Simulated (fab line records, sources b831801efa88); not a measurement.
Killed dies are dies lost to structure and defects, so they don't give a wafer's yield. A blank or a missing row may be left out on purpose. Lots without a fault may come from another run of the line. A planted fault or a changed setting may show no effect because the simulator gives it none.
Chamber matching | flow gf180mcu | GF_STI_ETCH_13 on rie_diel-04: 4 sister chambers
The step etches the open film in CHF3/O2, stops on Si, target depth 282.31 nm, time 112.9 s. 24 wafers are shown with their chamber, then 12 later ones without.

WAFERS WITH THEIR CHAMBER
wafer  | chamber | drypump_motor_current_A (A) | rf_fwd_power_W (W) | chf3_flow_sccm (sccm)
L074.1 | 2       | 5.3                         | 598.2              | 50.33
L074.2 | 3       | 5.8                         | 598.3              | 49.90
L074.5 | 2       | 5.3                         | 596.4              | 50.27
L075.1 | 3       | 5.8                         | 599.1              | 50.14
L075.4 | 1       | 5.6                         | 595.5              | 49.82
L075.5 | 2       | 5.3                         | 598.4              | 49.70
L076.1 | 3       | 5.8                         | 597.5              | 49.92
L076.4 | 2       | 5.3                         | 599.1              | 50.04
L076.5 | 2       | 5.3                         | 598.9              | 50.03
L077.1 | 0       | 5.6                         | 595.2              | 49.77
L077.3 | 2       | 5.3                         | 599.7              | 50.16
L077.6 | 1       | 5.6                         | 597.8              | 49.90
L080.2 | 2       | 5.3                         | 600.4              | 49.89
L080.3 | 0       | 5.7                         | 600.1              | 49.73
L080.5 | 1       | 5.6                         | 594.3              | 50.12
L086.1 | 0       | 5.6                         | 597.6              | 50.00
L086.2 | 3       | 5.8                         | 596.5              | 49.81
L086.5 | 0       | 5.6                         | 598.2              | 50.03
L088.2 | 0       | 5.7                         | 596.2              | 49.97
L088.4 | 3       | 5.7                         | 598.8              | 49.68
L088.5 | 2       | 5.3                         | 599.6              | 49.97
L089.4 | 1       | 5.6                         | 598.2              | 49.80
L089.5 | 2       | 5.3                         | 597.0              | 50.23
L089.6 | 1       | 5.6                         | 595.6              | 49.70

SIGNATURES (means of the wafers above)
reading                 | chamber 0 | chamber 1 | chamber 2 | chamber 3 | scatter within a chamber
drypump_motor_current_A | 5.640     | 5.600     | 5.300     | 5.780     | 0.0316
rf_fwd_power_W          | 597.460   | 596.280   | 598.633   | 598.040   | 1.47
chf3_flow_sccm          | 49.9000   | 49.8680   | 50.0689   | 49.8900   | 0.175
Rule: a wafer's distance from a chamber is the root of the sum, over the readings, of the square of ((its reading less the chamber's mean) divided by the reading's scatter). The wafer belongs to the nearest chamber; if the next one is less than 2 further off, it can't be placed. The scatter: the root of (the sum of the squares of (reading less its chamber's mean) over the shown wafers, divided by (wafers less chambers)).

WAFERS WITHOUT THEIR CHAMBER
wafer  | drypump_motor_current_A (A) | rf_fwd_power_W (W) | chf3_flow_sccm (sccm)
L090.1 | 5.7                         | 595.1              | 49.92
L090.2 | 5.8                         | 598.1              | 50.06
L090.6 | 5.6                         | 595.6              | 50.04
L093.1 | 5.6                         | 592.2              | 49.83
L093.2 | 5.7                         | 596.2              | 50.23
L093.5 | 5.2                         | 598.9              | 49.95
L095.2 | 5.6                         | 596.8              | 49.75
L095.3 | 5.7                         | 596.1              | 50.11
L095.5 | 5.3                         | 596.4              | 50.23
L096.3 | 5.8                         | 596.4              | 49.93
L096.5 | 5.6                         | 596.6              | 50.24
L096.6 | 5.8                         | 595.1              | 49.81

WHICH CHAMBER EACH WENT THROUGH
wafer  | from the rows above          | in truth
L090.1 | can't be placed: 0 or 3 or 1 | 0
L090.2 | 3                            | 3
L090.6 | can't be placed: 1 or 0      | 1
L093.1 | can't be placed: 1 or 0      | 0
L093.2 | can't be placed: 0 or 3 or 1 | 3
L093.5 | 2                            | 2
L095.2 | can't be placed: 1 or 0      | 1
L095.3 | can't be placed: 0 or 3 or 1 | 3
L095.5 | 2                            | 2
L096.3 | 3                            | 3
L096.5 | can't be placed: 1 or 0      | 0
L096.6 | 3                            | 3
Placed correctly: 5 of 12. Can't be placed from these rows: 7 (the true chamber is among the candidates in 7). Placed wrongly: 0.
